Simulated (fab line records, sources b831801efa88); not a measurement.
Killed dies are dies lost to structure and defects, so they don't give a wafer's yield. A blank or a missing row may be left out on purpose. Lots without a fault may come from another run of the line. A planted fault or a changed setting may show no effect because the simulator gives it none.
Problem report in the 8D (eight disciplines) form, filled by code | flow gf180mcu | the parts of the form that need people (team, actions taken, sign-off) are left out

1. THE PROBLEM
V3_W_RS at GF_V3_RS_MEAS_24 reads a mean of 0.412 ohm/sq on 6 wafers of 2 lots; wafers without a fault read 0.331 ohm/sq with a standard deviation of 0.004. That is +20 standard deviations from the usual mean.
The step: measures by four-point-probe.
First seen on wafer L136.2, day 24 19:28, on film_metro-03. The record holds 33 wafers of 11 lots with a number at this step. Rule for "out", or "out of limits": more than 4 standard deviations from the usual mean. The other wafers with a number count as sound.

2. WHAT IT IS AND WHAT IT IS NOT
question                    | is                           | is not
which readings at this step | V3_W_RS                      | -
which lots                  | L136, L137                   | L129, L134, L141, L145, L148, L149, L150, L151, L152
which wafers of those lots  | all that have a number       | -
read on which gauges        | film_metro-02, film_metro-03 | film_metro-01
when                        | from day 24 19:28            | up to then (6 sound wafers); but 21 sound wafers of L141, L145, L148, L149, L150, L151, L152 came after

3. SUSPECTS, AND WHAT RULES EACH OUT
Counting: a tool at a process step up to the reading stays a suspect if it ran every lot that is out and no sound lot after the first of them.
- the gauge at GF_V3_RS_MEAS_24: ruled out. The wafers that are out were read on 2 gauges (film_metro-02, film_metro-03).
- rie_diel-02 at GF_V3_ETCH_17 (etches SiO2 in C4F8/O2/Ar, stops on TiN, target depth 635 nm): ruled out as a lasting fault. Sound lots L141, L150 ran on it after its first lot that is out, L136 (day 24 19:20). GF_V3_ETCH_17 gives no start for some lots, so the hours and the order of its lots are those of GF_V3_CVD_23.
- cvd_w-02 at GF_V3_CVD_23 (deposits W, target thk 350 nm, time 104.9 s): ruled out as a lasting fault. Sound lots L148, L150, L151, L152 ran on it after its first lot that is out, L136 (day 24 19:20).
Left after counting: nothing in the record.

4. THE CAUSE (what the simulator had put in)
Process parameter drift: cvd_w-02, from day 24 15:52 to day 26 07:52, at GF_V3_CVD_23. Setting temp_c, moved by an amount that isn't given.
Counting ruled it out, wrongly: the rule takes a fault to strike every lot that its tool runs from its start on, and this one did not.

5. THE CHAIN OF EFFECTS, in route order
Each row: a reading whose mean over the struck wafers that have a number lies more than 3 standard deviations from the usual. Only readings for which the record gives a usual standard deviation are gone through. hours: the time from each lot's start at the first step in this table that gives one to its start at this step, as a median over the lots. sigmas: the change in usual standard deviations.
hours | step              | reading            | usual        | on struck wafers | change | sigmas
0     | GF_V3_CVD_23      | susceptor_temp_C   | 400.00 C     | 388.04           | -11.96 | -54
0     | GF_V3_RS_MEAS_24  | V3_W_RS            | 0.331 ohm/sq | 0.412            | +0.081 | +20
0     | GF_V3_THK_MEAS_25 | V3_W_THK           | 350 nm       | 282              | -68    | -12
0     | GF_V3_CMP_26      | time_to_endpoint_s | 84 s         | 66               | -18    | -5.5
The process steps in it:
- GF_V3_CVD_23: deposits W, target thk 350 nm, time 104.9 s.
- GF_V3_CMP_26: polishes, stops on SiO2, t overpolish 15 s, target thk 0 nm.

6. WHAT WOULD HAVE CAUGHT IT SOONER
In this record the first reading out of limits at a measuring or inspecting step was taken at day 24 19:28, 4 hours after the fault began at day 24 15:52.
The tool's own readings at GF_V3_CVD_23 were out on every struck wafer that the step has a row for (susceptor_temp_C): an alarm limit on them would have fired on the first of those.
